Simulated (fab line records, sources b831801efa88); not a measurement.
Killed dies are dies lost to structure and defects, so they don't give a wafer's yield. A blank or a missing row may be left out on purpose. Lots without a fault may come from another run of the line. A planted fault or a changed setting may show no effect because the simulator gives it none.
Chamber matching | flow sky130 | SKY_CONTACT_CVD_00 on pecvd-04: 3 sister chambers
The step deposits Si3N4, target thk 75 nm. 16 wafers are shown with their chamber, then 8 later ones without.

WAFERS WITH THEIR CHAMBER
wafer  | chamber | heater_power_w (W)
L076.2 | 2       | 807
L076.3 | 0       | 654
L076.6 | 1       | 758
L075.1 | 2       | 876
L075.2 | 1       | 773
L075.3 | 0       | 631
L077.2 | 1       | 827
L077.3 | 2       | 809
L077.5 | 2       | 817
L084.2 | 1       | 793
L084.3 | 0       | 682
L084.4 | 1       | 788
L089.2 | 0       | 667
L089.5 | 0       | 687
L089.6 | 2       | 879
L091.2 | 2       | 754

SIGNATURES (means of the wafers above)
reading        | chamber 0 | chamber 1 | chamber 2 | scatter within a chamber
heater_power_w | 664.20    | 787.80    | 823.67    | 35
Rule: a wafer's distance from a chamber is the root of the sum, over the readings, of the square of ((its reading less the chamber's mean) divided by the reading's scatter). The wafer belongs to the nearest chamber; if the next one is less than 2 further off, it can't be placed. The scatter: the root of (the sum of the squares of (reading less its chamber's mean) over the shown wafers, divided by (wafers less chambers)).

WAFERS WITHOUT THEIR CHAMBER
wafer  | heater_power_w (W)
L091.4 | 767
L091.5 | 685
L094.3 | 631
L094.4 | 634
L094.5 | 804
L097.1 | 665
L097.5 | 685
L097.6 | 657

WHICH CHAMBER EACH WENT THROUGH
wafer  | from the rows above     | in truth
L091.4 | can't be placed: 1 or 2 | 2
L091.5 | 0                       | 0
L094.3 | 0                       | 0
L094.4 | 0                       | 0
L094.5 | can't be placed: 1 or 2 | 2
L097.1 | 0                       | 0
L097.5 | 0                       | 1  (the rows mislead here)
L097.6 | 0                       | 0
Placed correctly: 5 of 8. Can't be placed from these rows: 2 (the true chamber is among the candidates in 2). Placed wrongly: 1.
